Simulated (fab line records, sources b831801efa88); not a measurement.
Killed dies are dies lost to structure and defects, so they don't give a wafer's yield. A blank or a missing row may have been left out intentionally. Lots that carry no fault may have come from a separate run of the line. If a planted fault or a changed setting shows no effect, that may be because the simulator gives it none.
The tool behind it: which one? -- flow sky130 -- 12 lots, 36 wafers sampled, at 4 steps of a route of 708

WHAT THE GAUGES SHOWED, per wafer
No reading from a measuring or inspecting step in the record can be judged against a usual standard deviation.

WHICH TOOL RAN EACH LOT (tool, then ch and the chambers of the sampled wafers, then the start)
lot,SKY_LI_CONTACT_SPUTTER_19,SKY_VIA4_ETCH_12,SKY_VIA4_SPUTTER_17,SKY_METAL5_DESCUM_14
L946,"pvdSputter-01, day 28 17:52","rieDiel-02 ch 1,3, day 42 09:28","pvdSputter-01, day 42 10:08","rieMetal-01 ch 0,1, day 43 09:16"
L947,"pvdSputter-04, day 29 01:26","rieDiel-03 ch 0,1,3, day 42 14:55","pvdSputter-01, day 42 15:34","rieMetal-03 ch 0,1, day 43 14:19"
L948,"pvdSputter-01, day 29 12:44","rieDiel-02 ch 0,2,3, day 43 00:23","pvdSputter-04, day 43 01:05","rieMetal-03 ch 0,1, day 43 23:34"
L950,"pvdSputter-04, day 31 00:23","rieDiel-03 ch 2,3, day 44 02:55","pvdSputter-04, day 44 03:34","rieMetal-03 ch 0, day 45 02:16"
L951,"pvdSputter-04, day 31 07:29","rieDiel-04 ch 2,3, day 44 12:50","pvdSputter-04, day 44 13:30","rieMetal-01 ch 0,1, day 45 11:38"
L961,"pvdSputter-02, day 34 00:10","rieDiel-02 ch 0,2,3, day 46 14:13","pvdSputter-01, day 46 14:52","rieMetal-03 ch 1, day 47 11:39"
L963,"pvdSputter-02, day 34 16:00","rieDiel-02 ch 0,1, day 47 01:41","pvdSputter-01, day 47 02:21","rieMetal-01 ch 0, day 47 22:56"
L964,"pvdSputter-04, day 34 17:54","rieDiel-03 ch 2,3, day 47 02:24","pvdSputter-04, day 47 03:04","rieMetal-04 ch 0,1, day 47 23:01"
L966,"pvdSputter-02, day 35 09:35","rieDiel-03 ch 0,2,3, day 47 16:07","pvdSputter-04, day 47 16:46","rieMetal-01 ch 0,1, day 48 12:20"
L965,"pvdSputter-04, day 35 19:35","rieDiel-04 ch 0,3, day 47 21:00","pvdSputter-01, day 47 21:42","rieMetal-01 ch 0,1, day 48 17:53"
L969,"pvdSputter-04, day 36 13:23","rieDiel-02 ch 0,1, day 48 14:12","pvdSputter-02, day 48 14:55","rieMetal-03 ch 0,1, day 49 08:52"
L968,"pvdSputter-01, day 36 13:37","rieDiel-03 ch 2,3, day 48 14:29","pvdSputter-04, day 48 15:10","rieMetal-03 ch 0,1, day 49 09:08"
- SKY_LI_CONTACT_SPUTTER_19: material Ti, target thk 20 nm, time 106.37 s.
- SKY_VIA4_ETCH_12: etches SiO2 in C4F8/O2/Ar, stops on TiN, target depth 580 nm.
- SKY_VIA4_SPUTTER_17: material TiN, target thk 20 nm, time 80 s.
- SKY_METAL5_DESCUM_14: chemistry O2, time 11 s.

AS READ BY THE TOOLS THEMSELVES (means over the sampled wafers that have a number; for cases with no such wafer, the mark the record gives instead)
SKY_LI_CONTACT_SPUTTER_19.
lot,tool,cathodeDcPowerW (W),chamberPressurePa (Pa),throttleValvePct (%)
L946,pvdSputter-01,2500.2,4.994,29.5
L947,pvdSputter-04,2500.2,4.990,30.1
L948,pvdSputter-01,2499.4,5.009,29.4
L950,pvdSputter-04,2500.0,6.035,28.0
L951,pvdSputter-04,2499.8,6.034,28.2
L961,pvdSputter-02,2499.7,5.002,29.6
L963,pvdSputter-02,2500.4,5.010,30.6
L964,pvdSputter-04,2500.0,5.000,30.5
L966,pvdSputter-02,2499.6,5.004,29.2
L965,pvdSputter-04,2500.1,5.000,31.3
L969,pvdSputter-04,2500.1,5.000,31.3
L968,pvdSputter-01,2499.8,4.983,28.9

SKY_VIA4_ETCH_12.
lot,tool,oesProductAu (a.u.)
L946,rieDiel-02,0.925
L947,rieDiel-03,0.928
L948,rieDiel-02,0.925
L950,rieDiel-03,0.928
L951,rieDiel-04,0.922
L961,rieDiel-02,0.928
L963,rieDiel-02,0.924
L964,rieDiel-03,0.929
L966,rieDiel-03,0.927
L965,rieDiel-04,0.926
L969,rieDiel-02,0.924
L968,rieDiel-03,0.924

SKY_VIA4_SPUTTER_17.
lot,tool,cathodeDcPowerW (W),chamberPressurePa (Pa),throttleValvePct (%)
L946,pvdSputter-01,3999.4,5.004,28.6
L947,pvdSputter-01,3999.9,4.996,28.4
L948,pvdSputter-04,3999.5,5.001,30.1
L950,pvdSputter-04,4000.2,5.001,31.5
L951,pvdSputter-04,4000.1,5.001,30.1
L961,pvdSputter-01,4000.2,4.997,29.1
L963,pvdSputter-01,3999.6,5.004,28.8
L964,pvdSputter-04,4000.3,5.009,30.1
L966,pvdSputter-04,4000.6,4.991,30.6
L965,pvdSputter-01,3999.5,5.007,28.7
L969,pvdSputter-02,4000.4,5.007,29.8
L968,pvdSputter-04,3999.8,5.004,30.8

SKY_METAL5_DESCUM_14.
lot,tool,drypumpMotorCurrentA (A),oesProductAu (a.u.)
L946,rieMetal-01,6.4,0.987
L947,rieMetal-03,6.0,0.990
L948,rieMetal-03,6.0,0.988
L950,rieMetal-03,5.5,1.006
L951,rieMetal-01,6.5,0.986
L961,rieMetal-03,6.2,0.988
L963,rieMetal-01,6.3,0.998
L964,rieMetal-04,5.7,0.990
L966,rieMetal-01,6.4,0.991
L965,rieMetal-01,6.5,0.986
L969,rieMetal-03,5.7,0.998
L968,rieMetal-03,5.8,1.005

THE ANSWER, worked out from the rows above alone
Rule: the lots themselves supply what counts as usual. The widest of any qualifying gaps counts: lots, ordered by their means at a reading, are off when they make up no more than a third of the lots, leave a main group of 4 or more, and stand apart from it by 3 or more times the standard deviation of that group's means. Not used: any main group whose means are identical at the precision the tables above print for the reading. Also off: a lot with no number at a reading for which 4 or more lots have one. Any other lot the step has rows for is counted as sound. First the gauges in route order, then the tools' own readings, where a lot's mean is used as printed above. At the first step where some lot is off, the reading lying furthest off is the one used; lots without a number count as furthest.
Off: L950, L951 (SKY_LI_CONTACT_SPUTTER_19, chamberPressurePa). The main group has a mean of 4.999 Pa with a standard deviation of 0.0079.
If a tool, at that step or one of the process steps before it, ran each lot that is off and ran no sound lot following the first of them, it fits. Of those tried, none fits.

WHAT HAD BEEN PUT IN BY THE SIMULATOR
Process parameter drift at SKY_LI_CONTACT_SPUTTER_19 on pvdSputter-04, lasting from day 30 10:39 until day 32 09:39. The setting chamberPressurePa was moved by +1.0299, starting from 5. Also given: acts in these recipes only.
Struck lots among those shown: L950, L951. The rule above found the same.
